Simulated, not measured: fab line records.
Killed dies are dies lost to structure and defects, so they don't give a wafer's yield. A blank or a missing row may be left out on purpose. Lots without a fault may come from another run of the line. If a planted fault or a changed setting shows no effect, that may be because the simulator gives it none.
A single fault, viewed from 2 desks || flow sky130 || only its own numbers are on each desk; what lay behind them is given at the end

THE METROLOGY DESK
What the gauges read, lot by lot, whatever tool the lot ran on: means of the sampled wafers that have a number. If a lot's mean is further than 4 standard deviations from the usual mean, the lot is out of limits and carries the mark OUT (the distance appears in the brackets).
Columns: A = VT_ADJUST_HVTR_OVL at SKY_VT_ADJUST_HVTR_OVL_MEAS_08, usual 0.3 nm
{"lot": "L548", "first seen here": "day 9 21:35", "A": 0.6}
{"lot": "L551", "first seen here": "day 11 05:59", "A": -0.5}
{"lot": "L552", "first seen here": "day 11 08:11", "A": 0.9}
{"lot": "L555", "first seen here": "day 12 06:50", "A": 0.1}
{"lot": "L556", "first seen here": "day 12 09:41", "A": 0.3}
{"lot": "L557", "first seen here": "day 12 16:52", "A": -0.6}
{"lot": "L562", "first seen here": "day 14 02:03", "A": 1.9}
{"lot": "L566", "first seen here": "day 15 12:23", "A": 1.2}
{"lot": "L565", "first seen here": "day 15 13:26", "A": -1.1}
{"lot": "L567", "first seen here": "day 16 07:50", "A": -0.2}
{"lot": "L568", "first seen here": "day 16 09:56", "A": 1.0}
{"lot": "L569", "first seen here": "day 16 10:32", "A": -1.3}
This desk found nothing out of limits on any of the 12 lots.

THE TOOL OWNER'S DESK: implanter-03
The tool's own readings at SKY_GATE_OXIDE_IMPLANT_11, given as means over the sampled wafers that have a number, one for each lot that went through this tool. If a lot's mean is further than 4 standard deviations from the usual mean, the lot is out of limits and carries the mark OUT (the distance appears in the brackets).
Columns: A = dose ions cm2 at SKY_GATE_OXIDE_IMPLANT_11, usual 2.6e+12; B = faraday current uA at SKY_GATE_OXIDE_IMPLANT_11, usual 14.68
{"lot": "L551", "first seen here": "day 15 23:52", "A": 2.6e+12, "B": 14.73}
{"lot": "L556", "first seen here": "day 17 05:19", "A": "2.7e+12 (+42) OUT", "B": 15.40}
{"lot": "L557", "first seen here": "day 17 18:19", "A": "2.7e+12 (+42) OUT", "B": 15.45}
{"lot": "L567", "first seen here": "day 21 18:50", "A": 2.6e+12, "B": 14.97}
{"lot": "L568", "first seen here": "day 21 22:43", "A": 2.6e+12, "B": 14.65}
{"lot": "L569", "first seen here": "day 22 00:38", "A": 2.6e+12, "B": 14.35}
Finding of this desk: L556, L557 out of limits; the first was L556 at day 17 05:19, on dose ions cm2 at SKY_GATE_OXIDE_IMPLANT_11. L551, L567, L568, L569: within limits.

PUT TOGETHER
At day 17 05:19, on L556, L557, the tool owner's desk was in a position to raise an alarm.
From the metrology desk's view, nothing was out of limits.
The metrology desk holds a record of L556, L557, inside its limits.
Every lot named ran SKY_GATE_OXIDE_IMPLANT_11 on implanter-03.

WHAT THE SIMULATOR HAD PUT IN
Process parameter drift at SKY_GATE_OXIDE_IMPLANT_11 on implanter-03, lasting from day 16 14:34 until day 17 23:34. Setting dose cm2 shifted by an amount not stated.
Lots struck among those shown: L556, L557.
How many hours passed from the start of the fault until each desk's first out-of-limits reading: the tool owner's desk, 15.
